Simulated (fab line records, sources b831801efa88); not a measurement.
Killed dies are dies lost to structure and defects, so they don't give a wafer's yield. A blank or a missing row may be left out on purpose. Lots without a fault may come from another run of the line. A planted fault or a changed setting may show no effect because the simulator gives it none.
One fault seen from 2 desks | flow gf180mcu | each desk has only its own numbers; what lay behind them comes last

THE METROLOGY DESK
What the gauges read, lot by lot, whatever tool the lot ran on: means of the sampled wafers that have a number. A lot is out of limits, marked OUT, if its mean lies more than 4 standard deviations from the usual mean; the brackets give that distance.
Columns: A = V5_CVD_02_THK at GF_V5_THK_MEAS_03, usual 1461 nm
lot  | first seen here | A
L344 | day 25 21:43    | 1451
L345 | day 26 07:28    | 1460
L349 | day 27 20:13    | 1461
L348 | day 27 22:10    | 1457
L352 | day 28 20:02    | 1449
L353 | day 29 08:58    | 1425
L354 | day 29 17:41    | 1452
L355 | day 29 21:58    | 1471
L356 | day 29 22:38    | 1450
L357 | day 30 07:38    | 1492
L359 | day 30 22:53    | 1488
L360 | day 31 07:01    | 1432
L367 | day 32 22:21    | 1480
This desk's finding: nothing out of limits on any of the 13 lots.

THE TOOL OWNER'S DESK: implanter-04
The tool's own readings at GF_NWELL_IMPLANT_08: means of the sampled wafers that have a number, for each lot that ran on this tool. A lot is out of limits, marked OUT, if its mean lies more than 4 standard deviations from the usual mean; the brackets give that distance.
Columns: A = beam_energy_keV at GF_NWELL_IMPLANT_08, usual 449.99; B = end_station_pressure_torr at GF_NWELL_IMPLANT_08, usual 5.02e-06 Torr
lot  | first seen here | A                        | B
L345 | day 3 06:13     | 449.91                   | 5.01e-06
L348 | day 4 08:38     | 450.06                   | 4.96e-06
L352 | day 5 03:29     | 449.91                   | 4.66e-06
L353 | day 5 10:11     | 449.82                   | 4.89e-06
L354 | day 5 15:09     | 449.84                   | 4.86e-06
L355 | day 5 21:33     | 449.99                   | 5.14e-06
L357 | day 6 06:46     | 450.08                   | 5.08e-06
L359 | day 6 20:13     | 469.25 (+99 or more) OUT | 4.85e-06
L360 | day 7 03:29     | 469.37 (+99 or more) OUT | 4.96e-06
This desk's finding: out of limits on L359, L360; first on L359, day 6 20:13 (beam_energy_keV at GF_NWELL_IMPLANT_08). In limits: L345, L348, L352, L353, L354, L355, L357.

PUT TOGETHER
The tool owner's desk could have raised an alarm at day 6 20:13, on L359, L360.
The metrology desk saw nothing out of limits.
The metrology desk has L359, L360 on record, within its limits.
Of the lots named, all ran GF_NWELL_IMPLANT_08 on implanter-04.

WHAT THE SIMULATOR HAD PUT IN
Process parameter drift: implanter-04, from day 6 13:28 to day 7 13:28, at GF_NWELL_IMPLANT_08. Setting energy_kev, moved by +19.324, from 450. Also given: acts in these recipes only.
Lots struck among those shown: L359, L360.
Hours from the fault's start to each desk's first reading out of limits: the tool owner's desk, 7.
